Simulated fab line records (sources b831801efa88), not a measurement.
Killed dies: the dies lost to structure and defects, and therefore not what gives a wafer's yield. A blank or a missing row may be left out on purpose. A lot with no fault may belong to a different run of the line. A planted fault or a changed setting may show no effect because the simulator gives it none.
The tool behind it: which one?    flow sky130    33 wafers from 11 lots sampled at 4 of the route's 708 steps

== WHAT EACH GAUGE READ, for each wafer ==
SKY_METAL2_THK_MEAS_06: measures by xrf. Usual: METAL2_ALCU_THK gives 250.7 nm (standard deviation 2.7).
lot   measured      on            METAL2_ALCU_THK (nm)  flag
L105  day 35 05:34  filmMetro-03  255.4 254.4 252.5     
L106  day 35 05:55  filmMetro-04  252.1 254.8 251.9     
L107  day 35 11:45  filmMetro-02  250.6 253.2 252.4     
L110  day 36 09:09  filmMetro-03  250.9 250.6 250.8     
L113  day 36 22:49  filmMetro-02  251.6 248.3 252.0     
L115  day 37 21:19  filmMetro-02  250.4 245.1 247.9     
L116  day 38 07:14  filmMetro-03  253.3 256.8 252.5     
L122  day 40 01:21  filmMetro-03  247.3 245.9 247.5     
L123  day 40 14:26  filmMetro-02  247.1 249.4 251.9     
L124  day 41 06:34  filmMetro-03  249.6 250.4 248.1     
L126  day 42 07:34  filmMetro-04  252.2 251.4 253.4     

SKY_VIA2_OVL_MEAS_13. Usual: VIA2_OVL gives 0 nm (standard deviation 4.9).
lot   measured      on          VIA2_OVL (nm)  flag
L105  day 37 12:05  overlay-02  -6 -6 -4       
L106  day 37 12:26  overlay-02  0 -7 -1        
L107  day 37 17:59  overlay-02  1 -4 2         
L110  day 38 14:08  overlay-02  2 -1 -4        
L113  day 39 03:02  overlay-02  -6 -3 -5       
L115  day 40 00:06  overlay-01  -2 1 -4        
L116  day 40 10:14  overlay-01  1 5 4          
L122  day 42 07:14  overlay-02  2 3 8          
L123  day 42 14:20  overlay-01  -4 -11 -7      
L124  day 43 05:56  overlay-01  2 -2 3         
L126  day 44 05:44  overlay-01  0 6 5          

== EACH LOT AND THE TOOL THAT RAN IT (in order: tool; ch and the chambers of the sampled wafers; start) ==
lot   SKY_METAL2_SPUTTER_02        SKY_VIA2_COAT_06
L105  pvdSputter-02, day 35 05:22  lithoTrack-01 ch 0, day 36 22:46
L106  pvdSputter-04, day 35 05:42  lithoTrack-03 ch 0, day 36 22:55
L107  pvdSputter-04, day 35 11:32  lithoTrack-01 ch 0, day 37 04:32
L110  pvdSputter-04, day 36 08:56  lithoTrack-01 ch 0, day 38 01:04
L113  pvdSputter-04, day 36 22:35  lithoTrack-03 ch 0, day 38 14:04
L115  pvdSputter-02, day 37 21:05  lithoTrack-03 ch 0, day 39 11:47
L116  pvdSputter-03, day 38 07:01  lithoTrack-03 ch 0, day 39 21:10
L122  pvdSputter-04, day 40 01:08  lithoTrack-01 ch 0, day 41 18:28
L123  pvdSputter-04, day 40 14:13  lithoTrack-01 ch 0, day 42 02:55
L124  pvdSputter-04, day 41 06:22  lithoTrack-03 ch 0, day 42 16:40
L126  pvdSputter-04, day 42 07:14  lithoTrack-02 ch 0, day 43 16:55
- SKY_METAL2_SPUTTER_02: material AlCu, target thk 250 nm, time 13.3 s.
- SKY_VIA2_COAT_06: resist thk 60 nm.

== WHAT THE TOOLS THEMSELVES READ (means of the sampled wafers that have a number; where no wafer has one, the mark that the record gives instead) ==
SKY_METAL2_SPUTTER_02. Usual: 29.9 % for throttleValvePct, sd 1.1.
lot   tool           throttleValvePct (%)  flag
L105  pvdSputter-02  30.7                  
L106  pvdSputter-04  29.1                  
L107  pvdSputter-04  29.6                  
L110  pvdSputter-04  29.5                  
L113  pvdSputter-04  30.2                  
L115  pvdSputter-02  29.9                  
L116  pvdSputter-03  30.3                  
L122  pvdSputter-04  30.1                  
L123  pvdSputter-04  29.6                  
L124  pvdSputter-04  29.6                  
L126  pvdSputter-04  29.6                  

SKY_VIA2_COAT_06. Usual: 3000.0 rpm for spinSpeedRpm, sd 2.
lot   tool           spinSpeedRpm (rpm)  flag
L105  lithoTrack-01  3000.3              
L106  lithoTrack-03  2997.9              
L107  lithoTrack-01  3000.5              
L110  lithoTrack-01  2999.9              
L113  lithoTrack-03  3000.7              
L115  lithoTrack-03  2845.4              OFF
L116  lithoTrack-03  2847.7              OFF
L122  lithoTrack-01  3000.1              
L123  lithoTrack-01  2999.2              
L124  lithoTrack-03  3002.1              
L126  lithoTrack-02  3000.4              

== THE ANSWER, worked out from the rows above alone ==
Rule: a lot counts as off when the mean over its wafers that have a number is more than 3 standard deviations away from the usual mean. A lot without any number at a reading at which 4 lots or more have one is off too. All remaining lots with rows at the step are treated as sound. After the gauges, taken in route order, come the tools' own readings; for these a lot's mean is taken, as printed above. At the first step where some lot is off, the reading lying furthest off is the one used; lots without a number count as furthest.
Off, at SKY_VIA2_COAT_06 on spinSpeedRpm: L115, L116.
A tool fits if, at that step or a process step before it, it ran every lot that is off, and no sound lot after the first of them. Of those tried, none fits.

== WHAT THE SIMULATOR PUT IN ==
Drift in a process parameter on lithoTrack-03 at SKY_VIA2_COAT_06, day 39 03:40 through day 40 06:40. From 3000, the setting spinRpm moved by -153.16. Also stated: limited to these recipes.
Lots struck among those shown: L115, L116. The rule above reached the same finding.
